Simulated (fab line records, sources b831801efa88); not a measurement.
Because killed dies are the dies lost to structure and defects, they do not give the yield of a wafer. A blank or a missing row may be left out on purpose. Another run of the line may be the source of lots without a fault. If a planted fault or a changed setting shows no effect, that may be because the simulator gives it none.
The tool behind it: which one? -- flow gf180mcu -- Sampling: 13 lots, 38 wafers, 4 of 602 route steps

## WHAT THE GAUGES SHOWED, per wafer
GF_M1_CD_MEAS_14: target cd 230 nm. Usual: cd nm at 230.0 nm, with a standard deviation of 1.2.
lot,measured,on,cd nm (nm),flag
L643,day 17 07:00,cd sem-01,230.8 230.4 230.1,
L644,day 17 21:23,cd sem-01,231.4 230.0 231.0,
L645,day 18 03:26,cd sem-02,231.1 231.3 229.8,
L646,day 18 09:29,cd sem-02,229.9 230.9 229.4,
L647,day 19 00:59,cd sem-02,228.2 229.0 230.1,
L648,day 19 04:38,cd sem-02,228.0 229.4 228.1,
L649,day 19 16:21,cd sem-02,230.9 229.7 230.8,
L655,day 21 22:43,cd sem-02,231.4 229.6,
L657,day 22 14:05,cd sem-02,228.3 228.0 228.0,
L658,day 23 00:03,cd sem-02,229.5 231.1 229.2,
L659,day 23 13:05,cd sem-01,229.2 230.2 229.5,
L661,day 23 21:22,cd sem-01,230.8 231.9 230.0,
L665,day 25 07:56,cd sem-02,232.1 232.7 232.4,

GF_V1_RS_MEAS_24: a four-point-probe measurement. Usual: for V1_W_RS the level is 0.331 ohm/sq and the standard deviation is 0.005.
lot,measured,on,V1_W_RS (ohm/sq),flag
L643,day 18 08:59,film metro-02,0.336 0.332 0.326,
L644,day 18 23:58,film metro-01,0.330 0.331 0.337,
L645,day 19 06:30,film metro-01,0.329 0.341 0.337,
L646,day 19 12:43,film metro-03,0.322 0.330 0.326,
L647,day 20 04:01,film metro-03,0.323 0.323 0.336,
L648,day 20 07:29,film metro-03,0.327 0.328 0.330,
L649,day 20 18:37,film metro-01,0.342 0.342 0.338,
L655,day 23 00:06,film metro-01,0.334 0.330,
L657,day 23 15:56,film metro-01,0.338 0.339 0.331,
L658,day 24 00:55,film metro-01,0.324 0.327 0.332,
L659,day 24 13:37,film metro-01,0.333 0.332 0.332,
L661,day 24 22:23,film metro-02,0.328 0.337 0.331,
L665,day 26 06:31,film metro-02,0.327 0.329 0.334,

## WHAT TOOL EACH LOT RAN ON (gives the tool, then ch and the chambers of the sampled wafers, and finally the start)
lot,GF_M1_SPUTTER_04,GF_V1_ETCH_16
L643,"pvd sputter-02, day 16 08:25","rie diel-01 ch 0,1,3, day 18 08:04"
L644,"pvd sputter-04, day 16 22:17","rie diel-01 ch 0,3, day 18 23:05"
L645,"pvd sputter-02, day 17 04:07","rie diel-01 ch 0,1,3, day 19 05:37"
L646,"pvd sputter-04, day 17 10:15","rie diel-01 ch 1,2, day 19 11:43"
L647,"pvd sputter-02, day 18 01:22","rie diel-04 ch 0,2,3, day 20 02:40"
L648,"pvd sputter-01, day 18 04:37","rie diel-03 ch 0,1,3, day 20 06:32"
L649,"pvd sputter-04, day 18 16:19","rie diel-04 ch 1,2,3, day 20 17:43"
L655,"pvd sputter-02, day 21 01:01","rie diel-04 ch 1,3, day 22 23:13"
L657,"pvd sputter-01, day 21 14:13","rie diel-03 ch 1,2,3, day 23 14:58"
L658,"pvd sputter-04, day 22 01:54","rie diel-03 ch 0,1,2, day 23 23:50"
L659,"pvd sputter-04, day 22 14:10","rie diel-01 ch 0,2, day 24 12:42"
L661,"pvd sputter-04, day 22 23:10","rie diel-03 ch 0,2,3, day 24 21:28"
L665,"pvd sputter-02, day 24 10:29","rie diel-04 ch 0,2, day 26 05:37"
- GF_M1_SPUTTER_04: material TiN, target thk 50 nm, time 41.7 s.
- GF_V1_ETCH_16: etches BARC in N2/H2.

## AS READ BY THE TOOLS THEMSELVES (means over the sampled wafers that have a number; for cases with no such wafer, the mark the record gives instead)
GF_M1_SPUTTER_04. Usual: throttle valve pct at 30.2 %, with a standard deviation of 0.99.
lot,tool,throttle valve pct (%),flag
L643,pvd sputter-02,31.5,
L644,pvd sputter-04,29.8,
L645,pvd sputter-02,31.0,
L646,pvd sputter-04,30.3,
L647,pvd sputter-02,29.9,
L648,pvd sputter-01,30.7,
L649,pvd sputter-04,30.0,
L655,pvd sputter-02,29.1,
L657,pvd sputter-01,29.7,
L658,pvd sputter-04,30.0,
L659,pvd sputter-04,29.8,
L661,pvd sputter-04,30.1,
L665,pvd sputter-02,30.1,

GF_V1_ETCH_16. Usual: drypump motor current A 5.88 A, standard deviation 0.28; oes product au 0.855 a.u., standard deviation 0.0049; rf fwd power W 495.5 W, standard deviation 2.1; throttle valve pct 13.225 %, standard deviation 0.0093.
lot,tool,drypump motor current A (A),oes product au (a.u.),rf fwd power W (W),throttle valve pct (%),flag
L643,rie diel-01,5.96,0.858,496.1,13.216,
L644,rie diel-01,5.96,0.856,494.6,13.227,
L645,rie diel-01,5.97,0.858,495.3,13.223,
L646,rie diel-01,6.01,0.858,497.8,13.233,
L647,rie diel-04,5.59,0.854,495.3,13.227,
L648,rie diel-03,6.08,0.858,496.1,13.231,
L649,rie diel-04,5.52,0.855,494.0,13.220,
L655,rie diel-04,5.60,0.855,532.8,13.224,OFF
L657,rie diel-03,6.10,0.853,495.5,13.218,
L658,rie diel-03,5.98,0.851,496.0,13.221,
L659,rie diel-01,5.96,0.853,495.3,13.223,
L661,rie diel-03,6.05,0.853,496.4,13.220,
L665,rie diel-04,5.81,0.851,495.5,13.220,

## THE ANSWER, worked out from the rows above alone
Rule: take the mean of a lot's wafers that have a number; if it is more than 3 standard deviations from the usual mean, the lot is off. A lot without any number at a reading at which 4 lots or more have one is off too. Where the step has rows for the other lots, those lots are counted as sound. After the gauges, taken in route order, come the tools' own readings; for these a lot's mean is taken, as printed above. At the first step where some lot is off, the reading lying furthest off is the one used; lots without a number count as furthest.
Off: L655 (GF_V1_ETCH_16, rf fwd power W).
If a tool, at that step or one of the process steps before it, ran each lot that is off and ran no sound lot following the first of them, it fits. Of those tried, none fits.

## WHAT THE SIMULATOR HAD INSERTED
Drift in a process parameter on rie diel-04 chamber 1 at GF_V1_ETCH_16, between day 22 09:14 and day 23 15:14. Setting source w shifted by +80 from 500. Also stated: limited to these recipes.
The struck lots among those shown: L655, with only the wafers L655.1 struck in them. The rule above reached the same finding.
